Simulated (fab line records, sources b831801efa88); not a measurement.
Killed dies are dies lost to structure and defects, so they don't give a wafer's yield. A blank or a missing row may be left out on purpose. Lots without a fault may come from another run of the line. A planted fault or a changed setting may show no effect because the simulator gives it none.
Chamber matching | flow gf180mcu | GF_SAB_ETCH_11 on rie_diel-01: 4 sister chambers
The step etches SiO2 in C4F8/O2/Ar, target depth 55 nm, time 8.5 s. 14 wafers are shown with their chamber, then 7 later ones without.

WAFERS WITH THEIR CHAMBER
wafer  | chamber | oes_product_au (a.u.) | bias_w (W)
L387.2 | 3       | 0.987                 | 1198
L387.4 | 3       | 0.990                 | 1201
L387.5 | 0       | 0.999                 | 1199
L390.2 | 2       | 0.995                 | 1197
L390.3 | 0       | 0.993                 | 1196
L390.6 | 3       | 0.994                 | 1202
L391.3 | 2       | 0.996                 | 1188
L391.5 | 2       | 0.996                 | 1189
L391.6 | 0       | 0.998                 | 1202
L393.1 | 2       | 1.001                 | 1205
L393.2 | 3       | 0.996                 | 1205
L393.4 | 2       | 1.007                 | 1203
L396.2 | 2       | 1.003                 | 1203
L396.5 | 1       | 0.999                 | 1200

SIGNATURES (means of the wafers above)
reading        | chamber 0 | chamber 1 | chamber 2 | chamber 3 | scatter within a chamber
oes_product_au | 0.99667   | 0.99900   | 0.99967   | 0.99175   | 0.0043
bias_w         | 1199.00   | 1200.00   | 1197.50   | 1201.50   | 5.68
Rule: a wafer's distance from a chamber is the root of the sum, over the readings, of the square of ((its reading less the chamber's mean) divided by the reading's scatter). The wafer belongs to the nearest chamber; if the next one is less than 2 further off, it can't be placed. The scatter: the root of (the sum of the squares of (reading less its chamber's mean) over the shown wafers, divided by (wafers less chambers)).

WAFERS WITHOUT THEIR CHAMBER
wafer  | oes_product_au (a.u.) | bias_w (W)
L396.6 | 1.008                 | 1196
L405.1 | 0.999                 | 1199
L405.3 | 1.002                 | 1196
L405.6 | 1.002                 | 1199
L407.2 | 0.995                 | 1205
L407.3 | 1.003                 | 1199
L407.4 | 0.996                 | 1200

WHICH CHAMBER EACH WENT THROUGH
wafer  | from the rows above               | in truth
L396.6 | can't be placed: 2 or 1 or 0 or 3 | 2
L405.1 | can't be placed: 1 or 2 or 0 or 3 | 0
L405.3 | can't be placed: 2 or 1 or 0 or 3 | 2
L405.6 | can't be placed: 2 or 1 or 0 or 3 | 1
L407.2 | can't be placed: 3 or 0 or 1 or 2 | 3
L407.3 | can't be placed: 2 or 1 or 0 or 3 | 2
L407.4 | can't be placed: 0 or 1 or 2 or 3 | 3
Placed correctly: 0 of 7. Can't be placed from these rows: 7 (the true chamber is among the candidates in 7). Placed wrongly: 0.
